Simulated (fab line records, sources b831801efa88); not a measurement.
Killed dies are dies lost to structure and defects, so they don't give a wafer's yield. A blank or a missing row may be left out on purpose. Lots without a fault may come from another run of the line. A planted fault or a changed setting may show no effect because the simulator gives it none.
A struck lot beside a sound one | flow sky130 | 19 steps out of a route of 708
Sound: wafers L136.2, L136.3, L136.5. Struck: wafers L145.5, L145.6. (L145.3 of the same lot was not struck and is left out.) The cause comes at the end.
At each step with rows: each side's tool, then ch and its chambers, then its first start. Under that, the readings that differ: sound wafers | struck wafers | difference of the means | sigmas: that difference in standard deviations of wafers without a fault.
alike: readings whose means differ by less than 2 such deviations, and words and numbers that are the same on both sides. not compared: withheld readings, readings that some wafer has no value for, bounds like >300 that may hide the same value, and numbers for which the record gives no deviation and whose values overlap.
The two part at a step that has a row with sigmas, a row that says differs or no value, or rows on one side only. Numbers that don't overlap but have no deviation are shown without sigmas and don't part them. A reading that every wafer of one side lacks parts them only if that side has two wafers or more.

SKY_NWELL_OVL_MEAS_10:
  sound on overlay-01, day 5 17:23; struck on overlay-01, day 7 18:05
  alike: NWELL_00_OVL
then, 3 steps without rows for these wafers: SKY_NWELL_IMPLANT_11; SKY_NWELL_IMPLANT_12; SKY_NWELL_IMPLANT_13.
SKY_NWELL_STRIP_14: strips in O2/N2.
  sound on plasma_asher-03 ch 0,1, day 5 17:52; struck on plasma_asher-01 ch 0,1, day 7 18:36
  alike: drypump_motor_current_A, o2_flow_sccm, oes_product_au, strip_time_to_endpoint_s
  not compared: rf_hours_counter_h
SKY_NWELL_TW_MEAS_15:
  sound on film_metro-03, day 5 17:58; struck on film_metro-02, day 7 18:41
  alike: NWELL_TW
then, 6 steps without rows for these wafers: SKY_NWELL_DEHYDRATE_16 (time 60 s); SKY_NWELL_HMDS_17 (prime time 60 s); SKY_NWELL_COAT_18 (resist thk 3000 nm); SKY_NWELL_SOFTBAKE_19; SKY_NWELL_EXPOSE_20 (exposes mask NWM COMPLEMENT, target cd 840 nm); SKY_NWELL_PEB_21.
SKY_NWELL_DEVELOP_22: develop time 60 s.
  sound on litho_track-01 ch 0, day 6 13:00; struck on litho_track-03 ch 0, day 8 16:00
SKY_NWELL_OVL_MEAS_23:
  sound on overlay-02, day 6 13:23; struck on overlay-02, day 8 16:33
  reading           | sound        | struck | difference                    | sigmas
  NWELL_01_OVL (nm) | 1.5 1.5 -0.3 | - -    | no value on the struck wafers |
then, 1 step without rows for these wafers: SKY_NWELL_IMPLANT_24.
SKY_NWELL_STRIP_25: strips in O2/N2.
  sound on plasma_asher-01 ch 0,1, day 6 13:34; struck on plasma_asher-01 ch 0,1, day 8 16:46
  reading                      | sound             | struck      | difference | sigmas
  strip_time_to_endpoint_s (s) | 36.83 36.79 36.76 | 37.21 37.16 | +0.39      | +4
  alike: drypump_motor_current_A, o2_flow_sccm, oes_product_au
  not compared: rf_hours_counter_h
SKY_NWELL_TW_MEAS_26:
  sound on film_metro-01, day 6 13:40; struck on film_metro-03, day 8 16:51
  reading    | sound       | struck | difference | sigmas
  NWELL_2_TW | 495 493 494 | 30 30  | -464       | -99 or more
then, 1 step without rows for these wafers: SKY_NWELL_CLEAN_27 (cleans in SC1/SC2, time 150 s).
-- the record jumps here: 41 days lie between the struck wafers' starts before and after (it left off in module NWELL and takes up again in module PAD_OPEN, whose first step shown is number 708 of the route) --
SKY_PAD_OPEN_PROBE_99:
  the record has rows for the struck wafers here (prober-02, day 49 15:13) and none for the sound ones

WHERE THEY PART
First at SKY_NWELL_OVL_MEAS_23; last, within this record, at SKY_PAD_OPEN_PROBE_99.

WHY: what the simulator had put in
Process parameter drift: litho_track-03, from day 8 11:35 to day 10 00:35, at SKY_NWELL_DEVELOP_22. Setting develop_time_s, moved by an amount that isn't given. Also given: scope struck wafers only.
